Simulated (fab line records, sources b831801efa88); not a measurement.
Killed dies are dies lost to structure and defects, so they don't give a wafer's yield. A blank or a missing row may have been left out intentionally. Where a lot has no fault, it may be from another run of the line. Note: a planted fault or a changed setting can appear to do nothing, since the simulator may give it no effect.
Matching of chambers -- flow gf180mcu -- 4 sister chambers for GF_V1_CMP_04 on cmp-02
The step polishes SiO2. 20 wafers are shown with their chamber, then 10 later ones without.

WAFERS PAIRED WITH THEIR CHAMBERS
wafer,chamber,motor-current-A (A),time-to-endpoint-s (s),edge-zone-pressure-frac
L075.3,0,11.6,74,0.998
L075.4,2,15.7,75,1.006
L075.5,0,12.0,73,1.006
L079.3,0,11.6,72,0.999
L079.5,1,11.1,83,1.005
L079.6,2,15.2,77,1.005
L081.3,3,12.5,89,1.002
L081.4,1,10.5,82,1.013
L081.6,1,10.8,86,1.007
L083.3,3,12.5,82,0.989
L083.5,2,15.2,83,1.004
L083.6,3,13.0,83,0.999
L084.4,3,11.8,87,0.996
L084.5,0,11.9,74,0.995
L084.6,3,12.5,84,1.002
L085.1,0,12.2,71,0.995
L085.4,1,10.7,82,1.003
L085.6,0,11.9,77,1.002
L088.3,1,10.9,77,1.010
L088.4,2,16.0,77,0.990

SIGNATURES, as means of the wafers listed above
reading,chamber 0,chamber 1,chamber 2,chamber 3,scatter within a chamber
motor-current-A,11.867,10.800,15.525,12.460,0.323
time-to-endpoint-s,73.50,82.00,78.00,85.00,2.89
edge-zone-pressure-frac,0.99917,1.00760,1.00125,0.99760,0.00526
Rule: a wafer lies at a distance from a chamber equal to the root of the sum of squares, over the readings, of (its reading less the chamber's mean, divided by the reading's scatter). If the next closest chamber is less than 2 further off than the closest, the wafer can't be placed; otherwise it belongs to the closest. The scatter: the root of (the sum of the squares of (reading less its chamber's mean) over the shown wafers, divided by (wafers less chambers)).

WAFERS WITH NO CHAMBER GIVEN
wafer,motor-current-A (A),time-to-endpoint-s (s),edge-zone-pressure-frac
L088.6,15.8,75,1.003
L090.1,10.9,84,1.000
L090.2,12.0,81,1.004
L090.5,15.3,84,0.998
L096.2,12.3,73,1.006
L096.3,10.6,79,1.008
L096.4,12.7,92,0.989
L097.1,12.3,78,0.993
L097.2,12.3,79,1.002
L097.6,10.7,78,1.005

WHICH CHAMBER EACH ONE RAN IN
wafer,from the rows above,in truth
L088.6,2,2
L090.1,1,1
L090.2,can't be placed: 3 or 0 or 1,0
L090.5,2,2
L096.2,0,0
L096.3,1,1
L096.4,3,3
L097.1,can't be placed: 0 or 3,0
L097.2,can't be placed: 3 or 0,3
L097.6,1,1
Correct placement for 7 of the 10. From these rows, 3 cannot be placed; in 3 the true chamber is one of the candidates. Placed wrongly: 0.
